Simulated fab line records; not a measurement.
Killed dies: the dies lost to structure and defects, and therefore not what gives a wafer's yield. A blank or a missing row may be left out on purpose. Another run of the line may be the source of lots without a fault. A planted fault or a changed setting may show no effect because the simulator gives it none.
Which of the tools did it? ; flow gf180mcu ; 36 wafers from 12 lots sampled at 6 of the route's 602 steps

== WHAT THE GAUGES READ, wafer by wafer ==
GF_HV_LDD_TW_MEAS_50.
lot;measured;on;HV_LDD_4_TW
L439;day 12 08:40;film-metro-02;566.2 564.0 568.6
L441;day 13 02:38;film-metro-02;566.5 563.2 564.8
L442;day 13 08:23;film-metro-04;562.4 563.4 561.9
L443;day 13 14:08;film-metro-01;565.0 565.9 563.6
L445;day 14 08:43;film-metro-02;564.4 564.3 565.4
L447;day 14 20:08;film-metro-04;567.1 563.9 565.5
L448;day 15 11:50;film-metro-04;567.6 565.7 568.6
L449;day 15 19:21;film-metro-02;569.3 570.3 567.1
L456;day 18 15:14;film-metro-02;568.3 569.1 567.1
L457;day 18 16:08;film-metro-02;568.3 567.9 566.8
L460;day 19 20:31;film-metro-04;565.8 565.9 565.4
L459;day 19 20:58;film-metro-02;563.1 565.0 564.7

GF_PSD_RS_MEAS_14: measures by four-point-probe.
lot;measured;on;NSD_RS (ohm/sq)
L439;day 14 03:44;film-metro-03;46.04 46.18 46.01
L441;day 14 21:33;film-metro-04;46.20 46.12 46.06
L442;day 15 03:24;film-metro-03;46.27 46.29 46.23
L443;day 15 10:58;film-metro-04;46.14 46.10 46.03
L445;day 16 06:47;film-metro-03;46.19 46.30 46.19
L447;day 16 18:52;film-metro-03;46.15 43.37 46.04 46.24 43.38 46.09
L448;day 17 11:32;film-metro-03;46.26 46.13 43.54 46.15 46.05 43.54
L449;day 17 23:09;film-metro-01;46.23 43.52 46.24 46.20 43.36 46.22
L456;day 20 19:28;film-metro-04;46.08 46.04 46.17
L457;day 21 00:30;film-metro-03;46.12 46.29 46.24
L460;day 22 00:13;film-metro-01;46.20 46.17 46.19
L459;day 22 00:22;film-metro-04;46.16 46.37 46.06

GF_PSD_RS_MEAS_15: measures by four-point-probe.
lot;measured;on;PSD_RS (ohm/sq)
L439;day 14 03:51;film-metro-03;108.8 108.6 108.5
L441;day 14 21:40;film-metro-04;108.4 108.4 108.2
L442;day 15 03:31;film-metro-03;109.0 108.9 108.7
L443;day 15 11:05;film-metro-04;108.8 108.5 108.3
L445;day 16 06:55;film-metro-03;109.0 108.7 109.0
L447;day 16 23:02;film-metro-03;108.6 103.0 108.5 108.7 103.1 108.1
L448;day 17 13:45;film-metro-03;108.7 108.8 103.5 108.5 108.8 103.5
L449;day 18 01:50;film-metro-01;108.6 102.9 108.9 108.8 102.9 109.0
L456;day 20 19:35;film-metro-04;108.1 108.4 108.3
L457;day 21 00:37;film-metro-03;108.7 108.6 108.8
L460;day 22 00:20;film-metro-01;108.5 108.8 108.9
L459;day 22 00:29;film-metro-04;108.4 108.7 108.3

GF_CONTACT_CD_MEAS_14: the cd target is 220 nm.
lot;measured;on;cd-nm (nm)
L439;day 15 23:23;cd-sem-01;221.7 221.6 221.3
L441;day 16 17:13;cd-sem-02;219.8 220.3 219.7
L442;day 17 00:05;cd-sem-01;221.6 219.2 220.3
L443;day 17 09:10;cd-sem-02;219.4 219.0 218.2
L445;day 18 05:27;cd-sem-01;218.1 220.1 221.4
L447;day 18 17:59;cd-sem-01;218.6 217.1 219.2
L448;day 19 13:12;cd-sem-02;218.4 218.0 217.5
L449;day 20 00:42;cd-sem-01;220.1 221.2 222.2
L456;day 22 20:22;cd-sem-02;221.4 219.0 220.4
L457;day 23 00:52;cd-sem-02;222.4 220.9 221.4
L460;day 23 23:13;cd-sem-02;221.4 220.0 221.9
L459;day 23 23:58;cd-sem-01;220.8 219.1 220.6

== TOOL THAT RAN EACH LOT (tool first, then ch and the chambers of the sampled wafers, then the start) ==
lot;GF_PSD_RTA_13;GF_CONTACT_CMP_04
L439;rtp-anneal-01 ch 0, day 14 03:38;cmp-01 ch 0,2,3, day 15 01:26
L441;rtp-anneal-01 ch 0, day 14 21:28;cmp-02 ch 0,2, day 15 19:26
L442;rtp-anneal-01 ch 0, day 15 03:19;cmp-02 ch 0,3, day 16 01:57
L443;rtp-anneal-01 ch 0, day 15 10:52;cmp-01 ch 0,1,3, day 16 09:56
L445;rtp-anneal-01 ch 0, day 16 06:43;cmp-01 ch 1,2,3, day 17 06:26
L447;rtp-anneal-01 ch 0, day 16 18:46;cmp-01 ch 1,2,3, day 17 18:06
L448;rtp-anneal-01 ch 0, day 17 11:28;cmp-01 ch 0,1,3, day 18 12:16
L449;rtp-anneal-01 ch 0, day 17 23:04;cmp-01 ch 0,2,3, day 19 00:24
L456;rtp-anneal-01 ch 0, day 20 19:22;cmp-01 ch 1,2,3, day 21 20:20
L457;rtp-anneal-01 ch 0, day 21 00:25;cmp-01 ch 0,1, day 22 01:54
L460;rtp-anneal-02 ch 0, day 22 00:07;cmp-02 ch 0,1,3, day 23 00:32
L459;rtp-anneal-01 ch 0, day 22 00:17;cmp-02 ch 1,2,3, day 23 01:14
- GF_PSD_RTA_13: time 20 s.
- GF_CONTACT_CMP_04: polishes SiO2.

== AS READ BY THE TOOLS THEMSELVES (means over the sampled wafers that have a number; for cases with no such wafer, the mark the record gives instead) ==
GF_PSD_RTA_13.
lot;tool;lamp-power-pct (%);run-length-s (s);wafer_temp_C_max
L439;rtp-anneal-01;37.5;49.1;1029.4
L441;rtp-anneal-01;37.5;49.2;1029.8
L442;rtp-anneal-01;37.4;49.0;1028.4
L443;rtp-anneal-01;37.4;49.2;1031.5
L445;rtp-anneal-01;37.5;49.1;1029.6
L447;rtp-anneal-01;37.4;53.5;1029.7
L448;rtp-anneal-01;37.5;53.8;1030.0
L449;rtp-anneal-01;37.4;53.7;1030.1
L456;rtp-anneal-01;37.4;49.1;1029.9
L457;rtp-anneal-01;37.4;49.0;1030.9
L460;rtp-anneal-02;39.2;48.9;1030.3
L459;rtp-anneal-01;37.4;49.0;1030.2

GF_CONTACT_CMP_04.
lot;tool;motor-current-A (A);time-to-endpoint-s (s)
L439;cmp-01;11.2;115
L441;cmp-02;11.3;109
L442;cmp-02;10.3;108
L443;cmp-01;11.1;117
L445;cmp-01;11.7;115
L447;cmp-01;11.4;110
L448;cmp-01;10.9;115
L449;cmp-01;11.3;114
L456;cmp-01;11.3;108
L457;cmp-01;10.8;109
L460;cmp-02;10.6;112
L459;cmp-02;11.0;109

== THE ANSWER, worked out from the rows above alone ==
Rule: usual is defined by the lots themselves. Put in order of their means at a reading, lots are off if they are a third of the lots or fewer, leave a main group of 4 or more, and stand apart from it by a gap of 3 or more times the standard deviation of the main group's means; of several such gaps the widest counts. A main group is skipped when, at the precision printed for the reading in the tables above, its means are all equal. Also off: a lot with no number at a reading for which 4 or more lots have one. All remaining lots with rows at the step are treated as sound. First the gauges in route order, then the tools' own readings, where a lot's mean is used as printed above. The first step at which some lot is off is used, and at that step the reading that is off furthest; a lot without a number counts as furthest.
Off: L447, L448, L449, seen at GF_PSD_RS_MEAS_14 (NSD_RS). Main group: mean 46.16 ohm/sq, sd 0.064.
A tool fits if, at a process step before that reading, it ran every lot that is off, and no sound lot after the first of them. The gauges at GF_PSD_RS_MEAS_14 aren't tried: what is off there is off at GF_PSD_RTA_13 too, on other tools, and a gauge's error can't cause that. Not one of the candidates tried fits.

== WHAT THE SIMULATOR PUT IN ==
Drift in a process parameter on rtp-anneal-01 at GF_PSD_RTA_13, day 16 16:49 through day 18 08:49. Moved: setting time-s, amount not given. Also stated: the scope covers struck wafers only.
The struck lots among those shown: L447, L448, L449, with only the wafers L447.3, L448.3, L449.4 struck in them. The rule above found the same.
